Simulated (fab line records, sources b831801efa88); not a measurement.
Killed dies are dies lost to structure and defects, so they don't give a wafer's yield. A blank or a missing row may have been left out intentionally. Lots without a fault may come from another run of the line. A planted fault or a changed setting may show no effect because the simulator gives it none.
Check of tool commonality + flow gf180mcu + 12 lots and 36 wafers in the sample

== WHAT PROMPTED THE OPENING ==
At GF_V4_OVL_MEAS_15 the reading V4_OVL is flagged on 2 of 12 lots. Fault-free wafers read 1 nm, with a standard deviation of 5.2.
Rule: a lot gets a flag if all its wafers with a number sit over 4 standard deviations from that mean, or if no wafer of it has a number. As for the other lots, they are considered sound.

| lot  | measured     | on         | V4_OVL (nm), wafer by wafer | flag    |
|------|--------------|------------|-----------------------------|---------|
| L633 | day 24 21:33 | overlay-02 | -6 3 6                      |         |
| L635 | day 25 10:08 | overlay-02 | -7 -1 -2                    |         |
| L637 | day 26 02:59 | overlay-01 | -1 -3 -6                    |         |
| L638 | day 26 16:09 | overlay-01 | 3 0 1                       |         |
| L639 | day 26 20:47 | overlay-02 | 2 2 5                       |         |
| L641 | day 27 16:25 | overlay-02 | -2 -3 -3                    |         |
| L642 | day 27 20:35 | overlay-02 | -11 -7 -1                   |         |
| L646 | day 28 22:56 | overlay-01 | 81 74 82                    | FLAGGED |
| L648 | day 29 16:06 | overlay-02 | -1 3 7                      |         |
| L649 | day 29 18:41 | overlay-02 | 9 9 11                      |         |
| L651 | day 30 11:50 | overlay-02 | 85 90 90                    | FLAGGED |
| L655 | day 31 11:49 | overlay-02 | -4 -7 -2                    |         |
The mean of the flagged lots' numbers is 84 nm, +83 nm from the usual (+16 standard deviations).

== TOOL THAT RAN EACH LOT ==
The record holds 2 process steps before the reading, out of a route of 602 steps. Each cell gives the tool, then ch followed by the chambers the sampled wafers passed through, then the start.
| lot  | flag    | GF_M4_STRIP_17                       | GF_V4_EXPOSE_11                   |
|------|---------|--------------------------------------|-----------------------------------|
| L633 |         | plasma-asher-03 ch 0,1, day 23 21:43 | krf-scanner-01 ch 0, day 24 10:35 |
| L635 |         | plasma-asher-02 ch 0,1, day 24 12:30 | krf-scanner-02 ch 0, day 25 00:37 |
| L637 |         | plasma-asher-03 ch 0,1, day 25 04:14 | krf-scanner-01 ch 0, day 25 16:49 |
| L638 |         | plasma-asher-02 ch 0,1, day 25 17:46 | krf-scanner-01 ch 0, day 26 05:26 |
| L639 |         | plasma-asher-03 ch 0,1, day 25 22:56 | krf-scanner-01 ch 0, day 26 10:19 |
| L641 |         | plasma-asher-03 ch 0,1, day 26 19:03 | krf-scanner-02 ch 0, day 27 06:39 |
| L642 |         | plasma-asher-03 ch 0,1, day 26 23:01 | krf-scanner-02 ch 0, day 27 10:31 |
| L646 | FLAGGED | plasma-asher-03 ch 0,1, day 28 02:26 | krf-scanner-02 ch 0, day 28 13:30 |
| L648 |         | plasma-asher-04 ch 0,1, day 28 20:11 | krf-scanner-01 ch 0, day 29 06:56 |
| L649 |         | plasma-asher-04 ch 0,1, day 28 21:48 | krf-scanner-01 ch 0, day 29 09:29 |
| L651 | FLAGGED | plasma-asher-03 ch 0,1, day 29 15:46 | krf-scanner-02 ch 0, day 30 02:40 |
| L655 |         | plasma-asher-02 ch 0,1, day 30 16:59 | krf-scanner-01 ch 0, day 31 03:13 |
These steps, and what they do:
- GF_M4_STRIP_17: strips in O2/N2.
- GF_V4_EXPOSE_11: exposes mask Via4, target cd 260 nm.
- GF_V4_OVL_MEAS_15

== FLAGGED OVER TOTAL, TOOL BY TOOL (the gauges that took the reading come last) ==
| step              | tool            | lots run | flagged | share of the flagged lots | sound lots run after its first flagged lot |
|-------------------|-----------------|----------|---------|---------------------------|--------------------------------------------|
| GF_M4_STRIP_17    | plasma-asher-02 | 3        | 0       | none                      | -                                          |
| GF_M4_STRIP_17    | plasma-asher-03 | 7        | 2       | all                       | 0                                          |
| GF_M4_STRIP_17    | plasma-asher-04 | 2        | 0       | none                      | -                                          |
| GF_V4_EXPOSE_11   | krf-scanner-01  | 7        | 0       | none                      | -                                          |
| GF_V4_EXPOSE_11   | krf-scanner-02  | 5        | 2       | all                       | 0                                          |
| GF_V4_OVL_MEAS_15 | overlay-01      | 3        | 1       | some                      | 0                                          |
| GF_V4_OVL_MEAS_15 | overlay-02      | 9        | 1       | some                      | 1 (L655)                                   |

== WHAT IS ALLOWED BY THE TABLE ==
In 2 table rows, all flagged lots were run: plasma-asher-03 (GF_M4_STRIP_17), krf-scanner-02 (GF_V4_EXPOSE_11).
- plasma-asher-03 at GF_M4_STRIP_17 ran 7 lots, 2 of them flagged. Its last sound lot is L642 (day 26 23:01), its first flagged lot L646 (day 28 02:26): a fault that began between those two fits.
- krf-scanner-02 at GF_V4_EXPOSE_11 ran 5 lots, 2 of them flagged. Its last sound lot is L642 (day 27 10:31), its first flagged lot L646 (day 28 13:30): a fault that began between those two fits.
Counting lots can't tell these 2 tools apart, because each fits a fault that began at some hour. More lots, or a look at what each step does to the wafer, might.

== WHAT THE SIMULATOR PUT IN ==
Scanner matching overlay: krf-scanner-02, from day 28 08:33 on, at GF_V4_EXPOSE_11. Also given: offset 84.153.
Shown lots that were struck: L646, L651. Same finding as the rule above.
